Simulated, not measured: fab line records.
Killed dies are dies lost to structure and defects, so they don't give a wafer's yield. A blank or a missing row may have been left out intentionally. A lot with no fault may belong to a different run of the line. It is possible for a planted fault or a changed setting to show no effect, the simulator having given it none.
Split-lot experiment    flow sky130    5 lots, 23 wafers read, on a route of 708 steps

## THE SPLIT
At SKY_FIELD_ISO_OXIDATION_22 (stabilise 600 s, purge 300 s, target thk 10 nm), the setting ox_time_s was moved away from the recipe's 623 s on 10 of the 23 wafers read, by -8.4% to +7.1%. The other wafers ran this setting at the recipe's value.

The reading is taken at the split's own step.

## THE READING
SiO2_of_FIELD_ISO_OXIDATION_22.thk_nm (the simulator's own value, which no gauge read), in nm, at SKY_FIELD_ISO_OXIDATION_22 (stabilise 600 s, purge 300 s, target thk 10 nm). There is no usual value for it anywhere in the file. The 13 wafers here that ran the recipe average 10.195 nm, standard deviation 0.12 nm.

wafer   tool, chamber at the split  ox_time_s as run, s  against the recipe  SiO2_of_FIELD_ISO_OXIDATION_22.thk_nm, nm  against lot-mates on the recipe
L074.1  -, -                        570.6                -8.4%               9.343                                      no lot-mate on the recipe
L074.2  -, -                        570.6                -8.4%               9.388                                      no lot-mate on the recipe
L074.4  -, -                        570.6                -8.4%               9.185                                      no lot-mate on the recipe
L074.5  -, -                        570.6                -8.4%               9.185                                      no lot-mate on the recipe
L074.6  -, -                        570.6                -8.4%               9.111                                      no lot-mate on the recipe
L077.1  -, -                        623                  recipe              10.21                                      -
L077.2  -, -                        623                  recipe              10.24                                      -
L077.6  -, -                        623                  recipe              10.24                                      -
L077.3  -, -                        623                  recipe              10.29                                      -
L077.4  -, -                        623                  recipe              10.27                                      -
L081.1  -, -                        667.5                +7.1%               10.45                                      no lot-mate on the recipe
L081.2  -, -                        667.5                +7.1%               10.24                                      no lot-mate on the recipe
L081.4  -, -                        667.5                +7.1%               10.22                                      no lot-mate on the recipe
L081.5  -, -                        667.5                +7.1%               10.37                                      no lot-mate on the recipe
L081.6  -, -                        667.5                +7.1%               10.34                                      no lot-mate on the recipe
L083.4  furnace-02, 0               623                  recipe              10.14                                      -
L083.5  furnace-02, 0               623                  recipe              9.898                                      -
L083.6  furnace-02, 0               623                  recipe              9.981                                      -
L085.1  -, -                        623                  recipe              10.2                                       -
L085.6  -, -                        623                  recipe              10.2                                       -
L085.2  -, -                        623                  recipe              10.39                                      -
L085.3  -, -                        623                  recipe              10.25                                      -
L085.4  -, -                        623                  recipe              10.23                                      -

FIT RESULTS
A straight line over all 23 wafers: SiO2_of_FIELD_ISO_OXIDATION_22.thk_nm changes by +0.0717 nm for each +1% of ox_time_s; r = +0.86; the points scatter about the line by 0.22 nm.
Too few moved wafers have a lot-mate on the recipe to fit a line with each lot's own level taken away.

## FILE'S OWN FIT
SiO2_of_FIELD_ISO_OXIDATION_22.thk_nm changes by +0.0716 nm for each +1% of ox_time_s, r = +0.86.
